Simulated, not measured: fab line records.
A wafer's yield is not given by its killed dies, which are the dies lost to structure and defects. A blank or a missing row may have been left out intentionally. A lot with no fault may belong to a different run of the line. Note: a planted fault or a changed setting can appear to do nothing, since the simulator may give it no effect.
Which tool did it? | flow gf180mcu | 13 lots, 39 wafers sampled, at 3 steps of a route of 602

WHAT THE GAUGES READ, wafer by wafer
GF_M4_OVL_MEAS_15.
lot  | measured     | on         | M4_OVL (nm)
L364 | day 23 05:02 | overlay-02 | -4 4 -4
L366 | day 23 23:50 | overlay-01 | 10 4 1
L367 | day 24 09:11 | overlay-02 | -8 -10 -10
L368 | day 24 14:05 | overlay-01 | -16 -16 -15
L369 | day 25 06:08 | overlay-02 | -7 -1 -4
L370 | day 25 15:41 | overlay-02 | -8 -7 -7
L371 | day 25 19:59 | overlay-02 | -7 -10 -1
L372 | day 26 07:59 | overlay-02 | -6 -6 -4
L377 | day 27 22:20 | overlay-01 | 1 0 1
L378 | day 28 03:05 | overlay-01 | -9 -4 -10
L379 | day 28 05:32 | overlay-02 | -6 -3 -2
L383 | day 29 16:51 | overlay-01 | -12 -10 -1
L387 | day 30 16:27 | overlay-02 | -11 -7 -14

GF_V4_CD_MEAS_14: target cd 260 nm.
lot  | measured     | on        | cd_nm (nm)
L364 | day 24 04:43 | cd_sem-01 | 259.7 261.4 260.4
L366 | day 24 22:55 | cd_sem-01 | 260.8 260.0 260.8
L367 | day 25 08:10 | cd_sem-01 | 261.4 259.9 260.8
L368 | day 25 12:55 | cd_sem-01 | 261.2 260.4 260.1
L369 | day 26 04:44 | cd_sem-02 | 261.9 261.3 261.2
L370 | day 26 14:07 | cd_sem-01 | 258.4 257.4 257.9
L371 | day 26 18:08 | cd_sem-02 | 260.1 261.2 259.4
L372 | day 27 05:34 | cd_sem-01 | 260.3 262.0 261.4
L377 | day 28 18:37 | cd_sem-01 | 262.3 262.6 261.1
L378 | day 28 23:58 | cd_sem-02 | 258.3 258.9 258.9
L379 | day 29 02:32 | cd_sem-02 | 262.7 261.3 262.1
L383 | day 30 12:34 | cd_sem-02 | 261.3 263.4 262.3
L387 | day 31 12:02 | cd_sem-02 | 260.1 258.8 259.9

WHAT TOOL EACH LOT RAN ON (gives the tool, then ch and the chambers of the sampled wafers, and finally the start)
lot  | GF_V2_CVD_02
L364 | pecvd-03 ch 0,2, day 18 23:12
L366 | pecvd-03 ch 0,2, day 19 20:16
L367 | pecvd-03 ch 0,1, day 20 06:40
L368 | pecvd-01 ch 0,1, day 20 12:59
L369 | pecvd-01 ch 0,2, day 21 05:38
L370 | pecvd-01 ch 1,2, day 21 16:47
L371 | pecvd-01 ch 1,2, day 21 22:19
L372 | pecvd-03 ch 0,2, day 22 11:08
L377 | pecvd-01 ch 0,1, day 24 02:10
L378 | pecvd-01 ch 0,2, day 24 08:31
L379 | pecvd-01 ch 1,2, day 24 12:22
L383 | pecvd-03 ch 0,1,2, day 26 01:43
L387 | pecvd-03 ch 0,1,2, day 27 05:41
- GF_V2_CVD_02: deposits SiO2 from TEOS, target thk 850 nm, time 94.851 s.

AS READ BY THE TOOLS THEMSELVES (means over the sampled wafers that have a number; for cases with no such wafer, the mark the record gives instead)
GF_V2_CVD_02.
lot  | tool     | heater_power_w (W)
L364 | pecvd-03 | 559
L366 | pecvd-03 | 579
L367 | pecvd-03 | 684
L368 | pecvd-01 | 646
L369 | pecvd-01 | 729
L370 | pecvd-01 | 701
L371 | pecvd-01 | 716
L372 | pecvd-03 | 599
L377 | pecvd-01 | 681
L378 | pecvd-01 | 713
L379 | pecvd-01 | 735
L383 | pecvd-03 | 635
L387 | pecvd-03 | 662

THE ANSWER, worked out from the rows above alone
Rule: usual is defined by the lots themselves. Put in order of their means at a reading, lots are off if they are a third of the lots or fewer, leave a main group of 4 or more, and stand apart from it by a gap of 3 or more times the standard deviation of the main group's means; of several such gaps the widest counts. A main group whose means are all the same, to the digits that the tables above print for the reading, isn't used. Also off: a lot with no number at a reading for which 4 or more lots have one. Any other lot the step has rows for is counted as sound. The gauges are gone through in route order, then the tools' own readings, and for those a lot's mean is taken as printed above. The first step at which some lot is off is used, and at that step the reading that is off furthest; a lot without a number counts as furthest.
None of the lots is off at any reading shown; this tells nothing.

WHAT THE SIMULATOR HAD PUT IN
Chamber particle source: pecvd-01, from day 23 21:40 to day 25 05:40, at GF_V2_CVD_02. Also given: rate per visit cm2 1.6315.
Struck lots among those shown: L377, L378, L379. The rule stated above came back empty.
